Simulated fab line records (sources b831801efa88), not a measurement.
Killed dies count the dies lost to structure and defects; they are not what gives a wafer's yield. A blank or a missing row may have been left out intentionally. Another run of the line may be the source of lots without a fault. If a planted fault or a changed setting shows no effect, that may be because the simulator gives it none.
fab line records + flow sky130
record
- lots=5
- wafers=15
- last_day=51
route steps=708 shown VIA4@645 METAL5@661
lots untouched by any fault: they come from a run of this same line in which no faults occurred
start_h: the number of hours between the record's first day and the start of the first shown wafer of the lot + wait_h: hours elapsed since this lot's preceding step + " identical to the entry in the row above + L1.1+2: a single row standing in for several wafers + - no value, or no start was given + * or withheld: withheld + < > ~ a bound
route shown NAME@n: names a module that has steps shown in the file, with the first one's number in the route + usual: mean/standard deviation of fault-free wafers + same: alike in all rows + chamber/n: place in a boat + sites: readings site by site + _std_site: how widely they spread, as a standard deviation + _edge_site: mean of outer sites minus mean of inner sites + radius_mm: how far each site lies from the wafer's centre + mask NAME#n: copy n + behind: the tool/chamber that last shaped the wafer + hold: why the lot was held/for how many hours/how that ended + device: names the non-switching transistor (n, p or np) + end of line: tests run on the same wafers once the route is complete + a step given without rows: its recipe and nothing more + killed: at the first sort, the dies lost to defects and structure; wafer yield is something else + map: a wafer's dies, x killed, . not, _ none there
set.NAME: the setting the step ran with; set.NAME@STEP: the setting that earlier step ran with + model.NAME: the simulator's own value behind a step, which no gauge read
lots seen at some steps along the route; tables by step, rows by wafer
services: the hour from which a tool's chamber was out of use, counted from the record's first day as start_h (under 0 if before that day), plus the number of hours and why
## steps
# step SKY_VIA4_COAT_06
# recipe
- resist=NOVOLAK
- spin_rpm=3000
- resist_thk_nm=1140
# step SKY_VIA4_SOFTBAKE_07
# recipe
- temp_c=90
- time_s=60
- resist=NOVOLAK
# step SKY_VIA4_EXPOSE_08
# recipe
- mask_id=VIM4
- na=0.6
- source_shape=conventional
- sigma_outer=0.6
- polarization=unpolarized
- target_cd_nm=800
- dose_mj=132
# step SKY_VIA4_PEB_09
# recipe
- temp_c=withheld
- time_s=*
- resist=NOVOLAK
# step SKY_VIA4_DEVELOP_10
# recipe
- resist=NOVOLAK
- developer=TMAH
- develop_time_s=60
- dev_temp_c=23
# step SKY_VIA4_OVL_MEAS_11
# usual
- VIA4_OVL=0.4/1.4
| lot.wafer | tool       | chamber | start_h | wait_h | VIA4_OVL[nm] |
|-----------|------------|---------|---------|--------|--------------|
| L251.2    | overlay-01 | -       | 1044.40 | 0.1    | 0.2          |
| L251.3    | "          | -       | "       | "      | 0.9          |
| L251.4    | "          | -       | "       | "      | 0.7          |
| L257.4    | overlay-02 | -       | 1074.43 | 0.1    | 0.8          |
| L257.5    | "          | -       | "       | "      | 2.2          |
| L257.6    | "          | -       | "       | "      | 1.6          |
| L268.1    | overlay-01 | -       | 1145.67 | 0.1    | -0.1         |
| L268.4    | "          | -       | "       | "      | -1.1         |
| L268.5    | "          | -       | "       | "      | -1.4         |
| L269.1    | overlay-02 | -       | 1145.97 | 0.1    | 1.6          |
| L269.4    | "          | -       | "       | "      | 0.6          |
| L269.5    | "          | -       | "       | "      | 0.3          |
| L270.1    | overlay-02 | -       | 1154.24 | 0.1    | 0.9          |
| L270.4    | "          | -       | "       | "      | -0.9         |
| L270.5    | "          | -       | "       | "      | -0.7         |
# step SKY_VIA4_ETCH_12
# recipe
- target=SiO2
- chemistry=C4F8/O2/Ar
- stop_on=TiN
- mask_material=NOVOLAK
- source_w=1500
- bias_w=1200
- pressure_mtorr=40
- c4f8_flow_sccm=withheld
- O2_flow_sccm=6
- Ar_flow_sccm=300
- time_s=withheld
- target_depth_a=5800
# usual
- oes_product_au=0.926/0.0043
- rf_fwd_power_W=1492/4
| lot.wafer | tool        | chamber | start_h | wait_h | oes_product_au | rf_fwd_power_W |
|-----------|-------------|---------|---------|--------|----------------|----------------|
| L251.2    | rie_diel-03 | 3       | 1044.43 | 0.0    | 0.924          | 1491           |
| L251.3    | "           | 0       | "       | "      | 0.929          | 1487           |
| L251.4    | "           | 1       | "       | "      | 0.931          | 1492           |
| L257.4    | rie_diel-01 | 3       | 1074.45 | 0.0    | 0.922          | 1496           |
| L257.5    | "           | 3       | "       | "      | 0.931          | 1494           |
| L257.6    | "           | 2       | "       | "      | 0.924          | 1492           |
| L268.1    | rie_diel-01 | 0       | 1145.71 | 0.0    | 0.921          | 1498           |
| L268.4    | "           | 3       | "       | "      | 0.919          | 1493           |
| L268.5    | "           | 3       | "       | "      | 0.932          | 1497           |
| L269.1    | rie_diel-03 | 0       | 1146.01 | 0.0    | 0.929          | 1490           |
| L269.4    | "           | 1       | "       | "      | 0.925          | 1493           |
| L269.5    | "           | 3       | "       | "      | 0.924          | 1504           |
| L270.1    | rie_diel-03 | 2       | 1154.28 | 0.0    | 0.927          | 1488           |
| L270.4    | "           | 1       | "       | "      | 0.924          | 1488           |
| L270.5    | "           | 2       | "       | "      | 0.930          | 1492           |
# step SKY_VIA4_STRIP_13
# recipe
- chemistry=O2/N2
- power_w=1400
- pressure_mtorr=1500
- platen_temp_c=withheld
- o2_flow_sccm=3000
- n2_flow_sccm=300
- overash_fraction=0.5
# usual
- drypump_motor_current_A=5.6/0.39
- oes_product_au=0.709/0.0043
- strip_time_to_endpoint_s=12.81/0.03
| lot.wafer | tool            | chamber | start_h | wait_h | drypump_motor_current_A | oes_product_au | rf_hours_counter_h | strip_time_to_endpoint_s |
|-----------|-----------------|---------|---------|--------|-------------------------|----------------|--------------------|--------------------------|
| L251.2    | plasma_asher-04 | 0       | 1044.50 | -      | 5.3                     | 0.707          | 112                | 12.85                    |
| L251.3    | "               | 0       | "       | "      | 5.3                     | 0.707          | -                  | 12.78                    |
| L251.4    | "               | 1       | "       | "      | 6.1                     | 0.712          | -                  | 12.84                    |
| L257.4    | plasma_asher-03 | 1       | 1074.55 | -      | 5.2                     | 0.708          | -                  | 12.77                    |
| L257.5    | "               | 0       | "       | "      | 5.4                     | 0.706          | -                  | 12.79                    |
| L257.6    | "               | 1       | "       | "      | 5.2                     | 0.703          | -                  | 12.78                    |
| L268.1    | plasma_asher-02 | 0       | 1145.78 | -      | 6.0                     | 0.713          | 103                | 12.78                    |
| L268.4    | "               | 0       | "       | "      | 6.0                     | 0.703          | -                  | 12.77                    |
| L268.5    | "               | 1       | "       | "      | 6.1                     | 0.703          | -                  | 12.82                    |
| L269.1    | plasma_asher-04 | 0       | 1146.08 | -      | 5.3                     | 0.716          | 8                  | 12.80                    |
| L269.4    | "               | 0       | "       | "      | 5.3                     | 0.709          | -                  | 12.80                    |
| L269.5    | "               | 0       | "       | "      | 5.3                     | 0.709          | -                  | 12.82                    |
| L270.1    | plasma_asher-03 | 0       | 1154.35 | -      | 5.4                     | 0.704          | 76                 | 12.79                    |
| L270.4    | "               | 1       | "       | "      | 5.2                     | 0.712          | -                  | 12.78                    |
| L270.5    | "               | 0       | "       | "      | 5.5                     | 0.706          | -                  | 12.76                    |
# step SKY_VIA4_STRIP_14
# recipe
- chemistry=post_etch_residue_remover
- time_s=1200
- temp_c=72.5
# step SKY_VIA4_CLEAN_15
# recipe
- chemistry=IPA
- time_s=180
- temp_c=25
# step SKY_VIA4_CLEAN_16
# recipe
- chemistry=O3/DIW
- dry=n2_spin
# step SKY_VIA4_SPUTTER_17
# recipe
- material=TiN
- target_thk_nm=20
- chamber_pressure_pa=5
- power_w=4000
- time_s=80
# usual
- throttle_valve_pct=29.7/1.5
| lot.wafer | tool           | chamber | start_h | wait_h | throttle_valve_pct |
|-----------|----------------|---------|---------|--------|--------------------|
| L251.2    | pvd_sputter-03 | -       | 1045.10 | 0.0    | 31.5               |
| L251.3    | "              | -       | "       | "      | 29.1               |
| L251.4    | "              | -       | "       | "      | 29.7               |
| L257.4    | pvd_sputter-01 | -       | 1075.34 | 0.0    | 30.2               |
| L257.5    | "              | -       | "       | "      | 30.6               |
| L257.6    | "              | -       | "       | "      | 28.2               |
| L269.1    | pvd_sputter-02 | -       | 1146.67 | 0.0    | 28.9               |
| L269.4    | "              | -       | "       | "      | 28.8               |
| L269.5    | "              | -       | "       | "      | 27.2               |
| L268.1    | pvd_sputter-03 | -       | 1146.77 | 0.0    | 29.5               |
| L268.4    | "              | -       | "       | "      | 28.3               |
| L268.5    | "              | -       | "       | "      | 29.5               |
| L270.1    | pvd_sputter-02 | -       | 1154.94 | 0.0    | 33.0               |
| L270.4    | "              | -       | "       | "      | 29.0               |
| L270.5    | "              | -       | "       | "      | 29.2               |
# step SKY_VIA4_CVD_18
# recipe
- material=W
- target_thk_nm=505
- time_s=152.14
- temp_c=400
- pressure_torr=40
# usual
- heater_power_w=861/66
- susceptor_temp_C=400.02/0.24
| lot.wafer | tool     | chamber | start_h | wait_h | heater_power_w | susceptor_temp_C | model.W_of_VIA4_CVD_18.thk_nm |
|-----------|----------|---------|---------|--------|----------------|------------------|-------------------------------|
| L251.2    | cvd_w-01 | 0       | 1045.16 | 0.0    | 856            | 400.25           | 507.9                         |
| L251.3    | "        | 0       | "       | "      | 831            | 400.57           | 506.4                         |
| L251.4    | "        | 1       | "       | "      | 904            | 399.70           | 502                           |
| L257.4    | cvd_w-02 | 1       | 1075.42 | 0.1    | 925            | 399.95           | 504.8                         |
| L257.5    | "        | 1       | "       | "      | 908            | 399.86           | 309.9                         |
| L257.6    | "        | 0       | "       | "      | 764            | 400.10           | 505.5                         |
| L269.1    | cvd_w-02 | 0       | 1146.73 | 0.0    | 766            | 399.74           | 508.7                         |
| L269.4    | "        | 1       | "       | "      | 930            | 400.03           | 509                           |
| L269.5    | "        | 1       | "       | "      | 940            | 399.95           | 509.5                         |
| L268.1    | cvd_w-01 | 0       | 1146.84 | 0.0    | 841            | 400.31           | 502.7                         |
| L268.4    | "        | 1       | "       | "      | 921            | 400.17           | 513.4                         |
| L268.5    | "        | 1       | "       | "      | 908            | 399.74           | 503.7                         |
| L270.1    | cvd_w-01 | 1       | 1155.00 | 0.0    | 899            | 399.86           | 506.8                         |
| L270.4    | "        | 1       | "       | "      | 924            | 399.61           | 500.9                         |
| L270.5    | "        | 1       | "       | "      | 918            | 399.54           | 503.6                         |
# step SKY_VIA4_RS_MEAS_19
# recipe
- thk_meas_gauge=four-point-probe
- reads=W_of_VIA4_CVD_18+TiN_of_VIA4_SPUTTER_17
# usual
- VIA4_W_RS=0.2270/0.0018
| lot.wafer | tool          | chamber | start_h | wait_h | hold                     | VIA4_W_RS[ohm/sq] |
|-----------|---------------|---------|---------|--------|--------------------------|-------------------|
| L251.2    | film_metro-03 | -       | 1045.33 | 0.1    | -                        | 0.2247            |
| L251.3    | "             | -       | "       | "      | -                        | 0.2260            |
| L251.4    | "             | -       | "       | "      | -                        | 0.2283            |
| L257.4    | film_metro-04 | -       | 1075.58 | 0.1    | await_dispo/0.2h/release | 0.2263            |
| L257.5    | "             | -       | "       | "      | await_dispo/0.2h/release | 0.3706            |
| L257.6    | "             | -       | "       | "      | await_dispo/0.2h/release | 0.2259            |
| L257.4    | film_metro-04 | -       | 1075.87 | 0.3    | -                        | 0.2268            |
| L257.5    | "             | -       | "       | "      | -                        | 0.3711            |
| L257.6    | "             | -       | "       | "      | -                        | 0.2261            |
| L269.1    | film_metro-04 | -       | 1146.88 | 0.1    | -                        | 0.2248            |
| L269.4    | "             | -       | "       | "      | -                        | 0.2252            |
| L269.5    | "             | -       | "       | "      | -                        | 0.2236            |
| L268.1    | film_metro-03 | -       | 1146.99 | 0.1    | -                        | 0.2273            |
| L268.4    | "             | -       | "       | "      | -                        | 0.2229            |
| L268.5    | "             | -       | "       | "      | -                        | 0.2272            |
| L270.1    | film_metro-03 | -       | 1155.31 | 0.3    | -                        | 0.2259            |
| L270.4    | "             | -       | "       | "      | -                        | 0.2283            |
| L270.5    | "             | -       | "       | "      | -                        | 0.2272            |
# step SKY_VIA4_THK_MEAS_20
# recipe
- thk_meas_gauge=xrf
- reads=W_of_VIA4_CVD_18
# usual
- VIA4_W_THK=529/6.2
| lot.wafer | tool          | chamber | start_h | wait_h | hold                     | VIA4_W_THK[nm] |
|-----------|---------------|---------|---------|--------|--------------------------|----------------|
| L251.2    | film_metro-03 | -       | 1045.44 | 0.1    | -                        | 530            |
| L251.3    | "             | -       | "       | "      | -                        | 529            |
| L251.4    | "             | -       | "       | "      | -                        | 526            |
| L257.4    | film_metro-04 | -       | 1081.44 | 5.6    | await_dispo/0.2h/release | 537            |
| L257.5    | "             | -       | "       | "      | await_dispo/0.2h/release | 322            |
| L257.6    | "             | -       | "       | "      | await_dispo/0.2h/release | 539            |
| L257.4    | film_metro-04 | -       | 1081.69 | 0.2    | -                        | 536            |
| L257.5    | "             | -       | "       | "      | -                        | 323            |
| L257.6    | "             | -       | "       | "      | -                        | 539            |
| L269.1    | film_metro-04 | -       | 1147.00 | 0.1    | -                        | 536            |
| L269.4    | "             | -       | "       | "      | -                        | 535            |
| L269.5    | "             | -       | "       | "      | -                        | 538            |
| L268.1    | film_metro-03 | -       | 1147.11 | 0.1    | -                        | 527            |
| L268.4    | "             | -       | "       | "      | -                        | 541            |
| L268.5    | "             | -       | "       | "      | -                        | 528            |
| L270.1    | film_metro-03 | -       | 1155.43 | 0.1    | -                        | 533            |
| L270.4    | "             | -       | "       | "      | -                        | 530            |
| L270.5    | "             | -       | "       | "      | -                        | 532            |
# step SKY_VIA4_CMP_21
# recipe
- stop_on=SiO2
- t_overpolish_s=25
- down_force_psi=3.5
- platen_rpm=60
- target_thk_nm=0
- pad_velocity_m_s=0.94248
# usual
- motor_current_A=11.0/1.2
- platen_rpm=60.00/0.035
- slurry_filter_dp_kPa=13.51/0.14
- time_to_endpoint_s=126/3.3
| lot.wafer | tool   | chamber | start_h | wait_h | hold                     | motor_current_A | platen_rpm | slurry_filter_dp_kPa | time_to_endpoint_s |
|-----------|--------|---------|---------|--------|--------------------------|-----------------|------------|----------------------|--------------------|
| L251.3    | cmp-02 | 0       | 1045.63 | 0.2    | -                        | 9.1             | 60.07      | 13.46                | 129                |
| L251.4    | "      | 2       | "       | "      | -                        | 12.5            | 59.96      | 13.80                | 128                |
| L251.2    | "      | 3       | "       | "      | -                        | 12.3            | 59.97      | 13.31                | 128                |
| L257.4    | cmp-02 | 2       | 1083.39 | 1.7    | await_dispo/1.7h/release | 12.7            | 60.02      | 13.45                | 129                |
| L257.5    | "      | 2       | "       | "      | await_dispo/1.7h/release | 12.1            | 60.01      | 13.45                | 79                 |
| L257.6    | "      | 3       | "       | "      | await_dispo/1.7h/release | 12.2            | 59.99      | 13.42                | 128                |
| L269.1    | cmp-01 | 2       | 1147.11 | 0.1    | -                        | 12.8            | 60.02      | 13.42                | 123                |
| L269.4    | "      | 0       | "       | "      | -                        | 9.5             | 60.00      | 13.41                | 130                |
| L269.5    | "      | 1       | "       | "      | -                        | 9.9             | 59.97      | 13.23                | 127                |
| L268.1    | cmp-01 | 1       | 1147.46 | 0.3    | -                        | 10.7            | 59.96      | 13.36                | 128                |
| L268.4    | "      | 2       | "       | "      | -                        | 12.9            | 59.98      | 13.49                | 132                |
| L268.5    | "      | 3       | "       | "      | -                        | 10.2            | 59.93      | 13.58                | 129                |
| L270.1    | cmp-01 | 2       | 1155.49 | 0.1    | -                        | 12.2            | 60.00      | 13.64                | 121                |
| L270.4    | "      | 3       | "       | "      | -                        | 11.0            | 59.99      | 13.62                | 129                |
| L270.5    | "      | 2       | "       | "      | -                        | 12.3            | 60.02      | 13.37                | 124                |
# step SKY_METAL5_SPUTTER_00
# recipe
- material=Ti
- target_thk_nm=15
- power_w=3000
- time_s=10
- chamber_pressure_pa=0.4
# usual
- throttle_valve_pct=29.8/1.4
| lot.wafer | tool           | chamber | start_h | wait_h | throttle_valve_pct |
|-----------|----------------|---------|---------|--------|--------------------|
| L251.2    | pvd_sputter-01 | -       | 1045.93 | 0.1    | 31.0               |
| L251.3    | "              | -       | "       | "      | 29.8               |
| L251.4    | "              | -       | "       | "      | 30.4               |
| L257.4    | pvd_sputter-01 | -       | 1083.70 | 0.3    | 30.2               |
| L257.5    | "              | -       | "       | "      | 28.3               |
| L257.6    | "              | -       | "       | "      | 30.8               |
| L269.1    | pvd_sputter-04 | -       | 1147.36 | 0.2    | 31.5               |
| L269.4    | "              | -       | "       | "      | 30.7               |
| L269.5    | "              | -       | "       | "      | 28.2               |
| L268.1    | pvd_sputter-02 | -       | 1147.66 | 0.1    | 28.7               |
| L268.4    | "              | -       | "       | "      | 28.9               |
| L268.5    | "              | -       | "       | "      | 27.1               |
| L270.1    | pvd_sputter-01 | -       | 1155.79 | 0.2    | 30.7               |
| L270.4    | "              | -       | "       | "      | 30.0               |
| L270.5    | "              | -       | "       | "      | 31.2               |
## services
| tool            | chamber | start_h | hours | kind           |
|-----------------|---------|---------|-------|----------------|
| pvd_sputter-03  | -       | 1026.05 | 0.8   | repair         |
| rie_diel-03     | 3       | 1028.48 | 1.7   | repair         |
| rie_diel-01     | -       | 1036.38 | 1.0   | repair         |
| cvd_w-01        | 0       | 1036.42 | 3.1   | repair         |
| rie_diel-01     | 1       | 1038.92 | -     | clean          |
| rie_diel-01     | 1       | 1038.92 | 34.3  | scheduled_down |
| pvd_sputter-04  | -       | 1039.09 | 1.9   | repair         |
| cvd_w-02        | -       | 1046.26 | 6.9   | pm             |
| rie_diel-03     | 1       | 1049.22 | -     | clean          |
| rie_diel-03     | 1       | 1049.22 | 14.6  | scheduled_down |
| rie_diel-03     | 1       | 1049.22 | 14.6  | vent_cycle     |
| plasma_asher-04 | -       | 1055.25 | 9.0   | pm             |
| cvd_w-01        | -       | 1063.85 | 0.8   | repair         |
| cvd_w-02        | -       | 1063.98 | 1.5   | repair         |
| pvd_sputter-01  | -       | 1064.13 | 2.9   | repair         |
| cvd_w-02        | -       | 1065.51 | 3.8   | pm             |
| cmp-02          | -       | 1084.28 | 4.0   | pm             |
| cvd_w-02        | -       | 1085.00 | 0.9   | repair         |
| cmp-02          | -       | 1092.97 | 15.6  | repair         |
| cvd_w-01        | -       | 1123.82 | 2.8   | pm             |
| cmp-01          | -       | 1134.85 | 1.2   | repair         |
| cmp-01          | -       | 1137.56 | 1.8   | repair         |
| cmp-02          | -       | 1144.01 | 4.3   | pm             |
| cvd_w-01        | 0       | 1154.43 | 5.2   | repair         |
## key
first_sign
- step=SKY_VIA4_RS_MEAS_19
- reading=visit
- direction=added
effect
- step=SKY_VIA4_RS_MEAS_19
- reading=VIA4_W_RS
- direction=up
- sigmas=79
- usual=0.2270
- struck=0.3706
effect
- step=SKY_VIA4_THK_MEAS_20
- reading=visit
- direction=added
effect
- step=SKY_VIA4_THK_MEAS_20
- reading=VIA4_W_THK
- direction=down
- sigmas=33
- usual=529
- struck=322
effect
- step=SKY_VIA4_CMP_21
- reading=time_to_endpoint_s
- direction=down
- sigmas=14
- usual=*
- struck=*
model_effect
- step=SKY_VIA4_CVD_18
- value=W_of_VIA4_CVD_18.thk_nm
- without=498.4
- struck=309.9
met_at SKY_VIA4_CVD_18
struck_wafers L257.5
fault
- kind=process_parameter_drift
- tool=cvd_w-02
- chamber=-
- onset_h=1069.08
- steps=SKY_VIA4_CVD_18
- channel=target_thk_nm
- offset=-188.34
- shape=step
- end_h=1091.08
- scope=struck_wafers_only
- acts_in=these_recipes_only
- stated=505
